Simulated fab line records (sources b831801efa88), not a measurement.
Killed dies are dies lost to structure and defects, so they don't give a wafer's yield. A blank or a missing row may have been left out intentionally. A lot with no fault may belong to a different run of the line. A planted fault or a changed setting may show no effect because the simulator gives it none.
Which tool did it? :: flow gf180mcu :: Sampling: 12 lots, 36 wafers, 5 of 602 route steps

== WHAT THE GAUGES SHOWED, per wafer ==
GF_STI_THK_MEAS_24. Usual: STI_CVD_23_THK gives 651 nm (standard deviation 7.7).
lot: L659
measured: day 2 04:22
on: filmMetro-02
STI_CVD_23_THK (nm): 654 645 642
flag: 

lot: L660
measured: day 2 08:35
on: filmMetro-01
STI_CVD_23_THK (nm): 657 650 654
flag: 

lot: L661
measured: day 2 15:04
on: filmMetro-04
STI_CVD_23_THK (nm): 652 652 658
flag: 

lot: L662
measured: day 2 20:11
on: filmMetro-04
STI_CVD_23_THK (nm): 650 656 663
flag: 

lot: L663
measured: day 2 23:47
on: filmMetro-04
STI_CVD_23_THK (nm): 648 651 661
flag: 

lot: L664
measured: day 3 06:05
on: filmMetro-02
STI_CVD_23_THK (nm): 651 651 663
flag: 

lot: L665
measured: day 3 12:40
on: filmMetro-01
STI_CVD_23_THK (nm): 647 654 645
flag: 

lot: L667
measured: day 3 21:55
on: filmMetro-01
STI_CVD_23_THK (nm): 642 659 653
flag: 

lot: L668
measured: day 4 02:08
on: filmMetro-04
STI_CVD_23_THK (nm): 656 658 644
flag: 

lot: L669
measured: day 4 06:42
on: filmMetro-04
STI_CVD_23_THK (nm): 652 656 641
flag: 

lot: L671
measured: day 4 17:52
on: filmMetro-02
STI_CVD_23_THK (nm): 649 562 555
flag: OFF

lot: L682
measured: day 7 03:25
on: filmMetro-04
STI_CVD_23_THK (nm): 649 640 648
flag: 

GF_CONTACT_OVL_MEAS_15. Usual: CONTACT_OVL gives -2 nm (standard deviation 5.6).
lot: L659
measured: day 16 04:27
on: overlay-02
CONTACT_OVL (nm): -4 -7 -4
flag: 

lot: L660
measured: day 16 09:18
on: overlay-01
CONTACT_OVL (nm): -8 2 -6
flag: 

lot: L661
measured: day 16 23:34
on: overlay-02
CONTACT_OVL (nm): -5 -4 -5
flag: 

lot: L662
measured: day 17 10:35
on: overlay-02
CONTACT_OVL (nm): -9 -2 -6
flag: 

lot: L663
measured: day 17 15:37
on: overlay-02
CONTACT_OVL (nm): 10 8 4
flag: 

lot: L664
measured: day 18 00:37
on: overlay-01
CONTACT_OVL (nm): 2 4 5
flag: 

lot: L665
measured: day 18 05:25
on: overlay-01
CONTACT_OVL (nm): 10 10 8
flag: 

lot: L667
measured: day 19 03:15
on: overlay-01
CONTACT_OVL (nm): -1 -2 -1
flag: 

lot: L668
measured: day 19 23:29
on: overlay-02
CONTACT_OVL (nm): 3 -1 -8
flag: 

lot: L669
measured: day 19 21:08
on: overlay-01
CONTACT_OVL (nm): -4 0 -7
flag: 

lot: L671
measured: day 20 15:53
on: overlay-01
CONTACT_OVL (nm): -8 -9 -6
flag: 

lot: L682
measured: day 24 05:36
on: overlay-01
CONTACT_OVL (nm): -8 -2 -5
flag: 

GF_M1_RS_MEAS_05: a four-point-probe measurement. Usual: M1_ALCU_RS gives 0.0695 ohm/sq (standard deviation 0.00083).
lot: L659
measured: day 16 05:52
on: filmMetro-02
M1_ALCU_RS (ohm/sq): 0.0690 0.0695 0.0700
flag: 

lot: L660
measured: day 16 10:43
on: filmMetro-03
M1_ALCU_RS (ohm/sq): 0.0701 0.0697 0.0700
flag: 

lot: L661
measured: day 17 00:59
on: filmMetro-03
M1_ALCU_RS (ohm/sq): 0.0706 0.0704 0.0698
flag: 

lot: L662
measured: day 17 12:05
on: filmMetro-02
M1_ALCU_RS (ohm/sq): 0.0695 0.0695 0.0684
flag: 

lot: L663
measured: day 17 17:01
on: filmMetro-02
M1_ALCU_RS (ohm/sq): 0.0690 0.0687 0.0706
flag: 

lot: L664
measured: day 18 02:03
on: filmMetro-01
M1_ALCU_RS (ohm/sq): 0.0682 0.0680 0.0685
flag: 

lot: L665
measured: day 18 06:50
on: filmMetro-03
M1_ALCU_RS (ohm/sq): 0.0700 0.0679 0.0698
flag: 

lot: L667
measured: day 19 04:38
on: filmMetro-01
M1_ALCU_RS (ohm/sq): 0.0692 0.0703 0.0704
flag: 

lot: L668
measured: day 20 00:53
on: filmMetro-03
M1_ALCU_RS (ohm/sq): 0.0676 0.0688 0.0692
flag: 

lot: L669
measured: day 19 22:33
on: filmMetro-02
M1_ALCU_RS (ohm/sq): 0.0708 0.0700 0.0696
flag: 

lot: L671
measured: day 20 17:17
on: filmMetro-02
M1_ALCU_RS (ohm/sq): 0.0703 0.0707 0.0702
flag: 

lot: L682
measured: day 24 07:01
on: filmMetro-02
M1_ALCU_RS (ohm/sq): 0.0713 0.0696 0.0709
flag: 

== EACH LOT AND THE TOOL THAT RAN IT (in order: tool; ch and the chambers of the sampled wafers; start) ==
lot: L659
GF_STI_CVD_23: hdpcvd-01 ch 0,1, day 2 04:17
GF_STI_CMP_25: cmp-01 ch 0,2,3, day 2 04:28

lot: L660
GF_STI_CVD_23: hdpcvd-02 ch 0,1,2, day 2 08:30
GF_STI_CMP_25: cmp-02 ch 0,1,2, day 2 08:38

lot: L661
GF_STI_CVD_23: hdpcvd-02 ch 1,2, day 2 14:59
GF_STI_CMP_25: cmp-01 ch 1,2,3, day 2 15:07

lot: L662
GF_STI_CVD_23: hdpcvd-02 ch 0,1,2, day 2 20:06
GF_STI_CMP_25: cmp-01 ch 1,2,3, day 2 20:17

lot: L663
GF_STI_CVD_23: hdpcvd-01 ch 0,1,2, day 2 23:42
GF_STI_CMP_25: cmp-01 ch 0,1,3, day 2 23:53

lot: L664
GF_STI_CVD_23: hdpcvd-02 ch 0,1,2, day 3 06:01
GF_STI_CMP_25: cmp-02 ch 1,2,3, day 3 06:13

lot: L665
GF_STI_CVD_23: hdpcvd-02 ch 0,1,2, day 3 12:34
GF_STI_CMP_25: cmp-02 ch 1,3, day 3 12:46

lot: L667
GF_STI_CVD_23: hdpcvd-02 ch 0,1, day 3 21:50
GF_STI_CMP_25: cmp-01 ch 0,3, day 3 21:58

lot: L668
GF_STI_CVD_23: hdpcvd-01 ch 0,1,2, day 4 02:04
GF_STI_CMP_25: cmp-02 ch 2,3, day 4 02:12

lot: L669
GF_STI_CVD_23: hdpcvd-01 ch 0,1,2, day 4 06:37
GF_STI_CMP_25: cmp-01 ch 0,2,3, day 4 06:46

lot: L671
GF_STI_CVD_23: hdpcvd-01 ch 0,2, day 4 17:47
GF_STI_CMP_25: cmp-01 ch 2,3, day 4 17:55

lot: L682
GF_STI_CVD_23: hdpcvd-02 ch 0,1, day 7 03:20
GF_STI_CMP_25: cmp-01 ch 0,2, day 7 03:28
- GF_STI_CVD_23: deposits SiO2, target thk 650 nm, time 108.3 s.
- GF_STI_CMP_25: polishes, stops on Si3N4, t overpolish 33 s, target thk 524.6 nm.

== WHAT THE TOOLS THEMSELVES READ (means of the sampled wafers that have a number; where no wafer has one, the mark that the record gives instead) ==
GF_STI_CMP_25. Usual: motorCurrentA 12.1 A, standard deviation 0.99; platenRpm 60.00 rpm, standard deviation 0.037; slurryFlowMlMin 150.0, standard deviation 0.47; timeToEndpointS 124 s, standard deviation 4.8.
lot: L659
tool: cmp-01
motorCurrentA (A): 10.9
platenRpm (rpm): 60.00
slurryFlowMlMin: 150.1
timeToEndpointS (s): 129
flag: 

lot: L660
tool: cmp-02
motorCurrentA (A): 13.1
platenRpm (rpm): 59.99
slurryFlowMlMin: 150.5
timeToEndpointS (s): 122
flag: 

lot: L661
tool: cmp-01
motorCurrentA (A): 11.9
platenRpm (rpm): 60.06
slurryFlowMlMin: 149.7
timeToEndpointS (s): 128
flag: 

lot: L662
tool: cmp-01
motorCurrentA (A): 11.2
platenRpm (rpm): 60.02
slurryFlowMlMin: 150.6
timeToEndpointS (s): 129
flag: 

lot: L663
tool: cmp-01
motorCurrentA (A): 11.9
platenRpm (rpm): 60.00
slurryFlowMlMin: 149.5
timeToEndpointS (s): 124
flag: 

lot: L664
tool: cmp-02
motorCurrentA (A): 12.8
platenRpm (rpm): 60.01
slurryFlowMlMin: 150.1
timeToEndpointS (s): 117
flag: 

lot: L665
tool: cmp-02
motorCurrentA (A): 12.2
platenRpm (rpm): 59.98
slurryFlowMlMin: 149.9
timeToEndpointS (s): 118
flag: 

lot: L667
tool: cmp-01
motorCurrentA (A): 11.2
platenRpm (rpm): 60.02
slurryFlowMlMin: 150.0
timeToEndpointS (s): 129
flag: 

lot: L668
tool: cmp-02
motorCurrentA (A): 12.8
platenRpm (rpm): 60.02
slurryFlowMlMin: 149.9
timeToEndpointS (s): 122
flag: 

lot: L669
tool: cmp-01
motorCurrentA (A): 11.0
platenRpm (rpm): 60.04
slurryFlowMlMin: 149.7
timeToEndpointS (s): 127
flag: 

lot: L671
tool: cmp-01
motorCurrentA (A): 11.3
platenRpm (rpm): 60.00
slurryFlowMlMin: 149.9
timeToEndpointS (s): 116
flag: 

lot: L682
tool: cmp-01
motorCurrentA (A): 10.6
platenRpm (rpm): 60.01
slurryFlowMlMin: 150.1
timeToEndpointS (s): 123
flag: 

== THE ANSWER, worked out from the rows above alone ==
Rule: lot off if the mean of its wafers having a number is beyond 3 standard deviations from the usual mean. Also off: a lot with no number at a reading for which 4 or more lots have one. The other lots that the step has rows for count as sound. First the gauges in route order, then the tools' own readings, where a lot's mean is used as printed above. The first step at which some lot is off is used, and at that step the reading that is off furthest; a lot without a number counts as furthest.
Off: L671, at GF_STI_THK_MEAS_24 (STI_CVD_23_THK).
If a tool, at a process step before that reading, ran all the lots that are off and no sound lot after the first of them, it fits. Those tools and the gauges at GF_STI_THK_MEAS_24 are tried in the same way. Can't be told from this: 2 tools fit, hdpcvd-01 at GF_STI_CVD_23, filmMetro-02 at GF_STI_THK_MEAS_24.

== WHAT THE SIMULATOR HAD PUT IN ==
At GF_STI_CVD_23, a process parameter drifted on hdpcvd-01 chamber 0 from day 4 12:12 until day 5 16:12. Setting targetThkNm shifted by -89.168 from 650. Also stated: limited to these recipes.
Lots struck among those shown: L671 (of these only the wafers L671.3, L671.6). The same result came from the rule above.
